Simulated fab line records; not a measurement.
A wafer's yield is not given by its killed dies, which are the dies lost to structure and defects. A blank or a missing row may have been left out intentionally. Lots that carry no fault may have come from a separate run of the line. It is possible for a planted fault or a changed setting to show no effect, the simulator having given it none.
Struck lot and sound lot, side by side ; flow gf180mcu ; 23 out of 602 route steps
Sound: wafers L262.2, L262.4, L262.6. Struck: wafer L280.3 (L280.1, L280.6, from the same lot, were not struck and are left out); the cause is given at the end.
Each step with rows lists, per side, the tool, then ch with its chambers, then its first start. Under that, the readings that differ: sound wafers ; struck wafers ; difference of the means ; sigmas: that difference in standard deviations of wafers without a fault.
alike: words and numbers the same on both sides, and readings whose means are apart by under 2 such deviations; not compared: readings that were withheld, readings missing a value for some wafer, numbers with overlapping values and no deviation given by the record, and bounds like >300 which may hide the same value.
The two part at a step that has a row with sigmas, a row that says differs or no value, or rows on one side only. When numbers do not overlap yet have no deviation, they are printed without sigmas and do not part them. A reading missing from all wafers of one side parts the sides only when that side holds two or more wafers.

first, 5 steps without rows for these wafers: GF_NWELL_COAT_02 (resist thk 3000 nm); GF_NWELL_SOFTBAKE_03; GF_NWELL_EXPOSE_04 (exposes mask Nwell, target cd 860 nm); GF_NWELL_PEB_05; GF_NWELL_DEVELOP_06 (develop time 60 s).
GF_NWELL_OVL_MEAS_07:
  sound: overlay-02 at day 3 07:53; struck: overlay-02 at day 7 08:55
  alike: NWELL_OVL
then, 2 steps without rows for these wafers: GF_NWELL_IMPLANT_08; GF_NWELL_IMPLANT_09.
GF_NWELL_STRIP_10: strips in O2/N2.
  sound on plasma-asher-04 ch 0,1, day 3 08:13; struck on plasma-asher-01 ch 0, day 7 09:15
  alike: drypump-motor-current-A, heater-power-w, oes-product-au, strip-time-to-endpoint-s
  not compared: rf-hours-counter-h
GF_NWELL_TW_MEAS_11:
  sound: film-metro-02 at day 3 08:20; struck: film-metro-03 at day 7 09:21
reading;sound;struck;difference;sigmas
NWELL_TW;1594 1592 1593;1571;-22;-2
then, 2 steps without rows for these wafers: GF_LVPWELL_DEHYDRATE_00 (time 60 s); GF_LVPWELL_HMDS_01 (prime time 60 s).
GF_LVPWELL_COAT_02: resist thk 3000 nm.
  sound on litho-track-01 ch 0, day 3 14:28; struck on litho-track-04 ch 0, day 7 16:40
reading;sound;struck;difference;sigmas
model.coat_of_LVPWELL_COAT_02.thk-nm (nm);2995 3014 2991;2809;-191;
then, 3 steps without rows for these wafers: GF_LVPWELL_SOFTBAKE_03; GF_LVPWELL_EXPOSE_04 (exposes mask LVPWELL, target cd 600 nm); GF_LVPWELL_PEB_05.
GF_LVPWELL_DEVELOP_06: develop time 60 s.
  sound on litho-track-03 ch 0; struck on litho-track-04 ch 0
reading;sound;struck;difference;sigmas
model.coat_of_LVPWELL_COAT_02.thk-nm (nm);2994 3013 2990;2808;-191;
GF_LVPWELL_OVL_MEAS_07:
  sound: overlay-01 at day 3 21:23; struck: overlay-01 at day 8 00:46
  alike: LVPWELL_OVL
then, 2 steps without rows for these wafers: GF_LVPWELL_IMPLANT_08; GF_LVPWELL_IMPLANT_09.
GF_LVPWELL_STRIP_10: strips in O2/N2.
  sound on plasma-asher-02 ch 0,1, day 3 21:43; struck on plasma-asher-04 ch 0, day 8 01:06
reading;sound;struck;difference;sigmas
drypump-motor-current-A (A);5.0 5.3 5.0;6.3;+1.2;+3
strip-time-to-endpoint-s (s);36.89 37.12 36.84;34.77;-2.18;-20
  alike: heater-power-w, oes-product-au
  not compared: rf-hours-counter-h
GF_LVPWELL_TW_MEAS_11:
  sound: film-metro-04 at day 3 21:50; struck: film-metro-02 at day 8 01:12
  alike: LVPWELL_TW
GF_PASSIVATION_PROBE_99:
  sound wafers here have rows in the record (prober-02, day 29 06:08); struck ones have none

== WHERE THEY PART ==
Last at GF_PASSIVATION_PROBE_99 as far as this record goes, first at GF_NWELL_TW_MEAS_11.

WHY: whatever the simulator had introduced
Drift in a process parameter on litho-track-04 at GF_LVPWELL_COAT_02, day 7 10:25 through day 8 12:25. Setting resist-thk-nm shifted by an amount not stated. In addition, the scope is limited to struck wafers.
